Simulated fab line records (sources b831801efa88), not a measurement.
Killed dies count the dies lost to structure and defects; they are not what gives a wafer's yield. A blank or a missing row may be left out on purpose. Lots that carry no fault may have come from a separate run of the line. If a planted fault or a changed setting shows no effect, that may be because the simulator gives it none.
What tool caused it? + flow gf180mcu + 18 wafers from 6 lots sampled at 2 of the route's 602 steps

== WHAT EACH GAUGE READ, for each wafer ==
GF_PSD_RS_MEAS_14: measurement is done with a four-point probe.
| lot  | measured     | on            | NSD_RS (ohm/sq)   |
|------|--------------|---------------|-------------------|
| L403 | day 14 21:55 | film-metro-02 | 46.17 46.25 46.22 |
| L404 | day 15 22:01 | film-metro-01 | 45.98 46.15 46.06 |
| L412 | day 18 10:36 | film-metro-03 | 43.33 43.28 43.26 |
| L419 | day 20 13:42 | film-metro-01 | 46.20 46.15 46.22 |
| L421 | day 21 08:51 | film-metro-02 | 46.04 46.19 46.01 |
| L423 | day 22 01:32 | film-metro-03 | 46.17 46.14 46.22 |

== WHAT TOOL EACH LOT RAN ON (gives the tool, then ch and the chambers of the sampled wafers, and finally the start) ==
| lot  | GF_PSD_RTA_13                    |
|------|----------------------------------|
| L403 | rtp-anneal-02 ch 0, day 14 21:50 |
| L404 | rtp-anneal-01 ch 0, day 15 21:56 |
| L412 | rtp-anneal-02 ch 0, day 18 10:31 |
| L419 | rtp-anneal-01 ch 0, day 20 13:37 |
| L421 | rtp-anneal-02 ch 0, day 21 08:46 |
| L423 | rtp-anneal-01 ch 0, day 22 01:28 |
- GF_PSD_RTA_13: time 20 s.

== THE ANSWER, worked out from the rows above alone ==
Rule: the lots themselves supply what counts as usual. The widest of any qualifying gaps counts: lots, ordered by their means at a reading, are off when they make up no more than a third of the lots, leave a main group of 4 or more, and stand apart from it by 3 or more times the standard deviation of that group's means. A main group is skipped when, at the precision printed for the reading in the tables above, its means are all equal. Also off: a lot with no number at a reading for which 4 or more lots have one. Where the step has rows for the other lots, those lots are counted as sound.
Off: at GF_PSD_RS_MEAS_14 (NSD_RS), L412. For the main group the mean is 46.14 ohm/sq and the standard deviation 0.061.
A tool fits if, at a process step before that reading, it ran every lot that is off, and no sound lot after the first of them. Gauges at GF_PSD_RS_MEAS_14: tried the same way as those tools. Of those tried, none fits.

== WHAT HAD BEEN PUT IN BY THE SIMULATOR ==
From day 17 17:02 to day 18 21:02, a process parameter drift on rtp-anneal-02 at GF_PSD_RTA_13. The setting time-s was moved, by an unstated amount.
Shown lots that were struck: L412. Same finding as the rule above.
